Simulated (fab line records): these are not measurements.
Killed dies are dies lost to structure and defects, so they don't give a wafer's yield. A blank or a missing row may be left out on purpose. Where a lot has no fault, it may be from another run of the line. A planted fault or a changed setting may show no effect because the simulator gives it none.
Chamber matching | flow gf180mcu | cmp-02 running GF_CONTACT_CMP_27: 4 sister chambers
The step polishes, stops on SiO2, t overpolish 15 s, target thk 0 nm. 4 wafers are shown with their chamber, then 8 later ones without.

## WAFERS, EACH WITH ITS CHAMBER
wafer  | chamber | motorCurrentA (A)
L392.5 | 3       | 12.2
L394.2 | 0       | 10.7
L394.3 | 1       | 9.6
L404.1 | 2       | 12.1

## WAFERS MISSING THEIR CHAMBER
wafer  | motorCurrentA (A)
L404.4 | 11.1
L404.6 | 11.6
L405.2 | 11.7
L405.4 | 11.5
L405.6 | 12.1
L406.2 | 10.7
L406.3 | 9.8
L406.5 | 10.1

## THE CHAMBER EACH PASSED THROUGH
wafer  | from the rows above          | in truth
L404.4 | can't be placed: 0 or 2 or 3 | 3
L404.6 | can't be placed: 2 or 3 or 0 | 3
L405.2 | can't be placed: 2 or 3 or 0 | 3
L405.4 | can't be placed: 2 or 3 or 0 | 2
L405.6 | can't be placed: 2 or 3      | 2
L406.2 | 0                            | 0
L406.3 | can't be placed: 1 or 0      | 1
L406.5 | can't be placed: 1 or 0      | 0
Placed correctly: 1 of 8. These rows do not allow placing 7 (true chamber among the candidates in 7). 0 placed wrongly.
How it was worked out, from the rows above alone: a wafer's distance from a chamber is the root of the sum, over the readings, of the square of ((its reading less the chamber's mean) divided by the reading's scatter). The wafer belongs to the nearest chamber; if the next one is less than 2 further off, it can't be placed. Each chamber's mean is taken over the wafers shown for it. The scatter: with one shown wafer a chamber, the root of the mean of the squares of how far each hidden wafer lies from its nearest shown one.
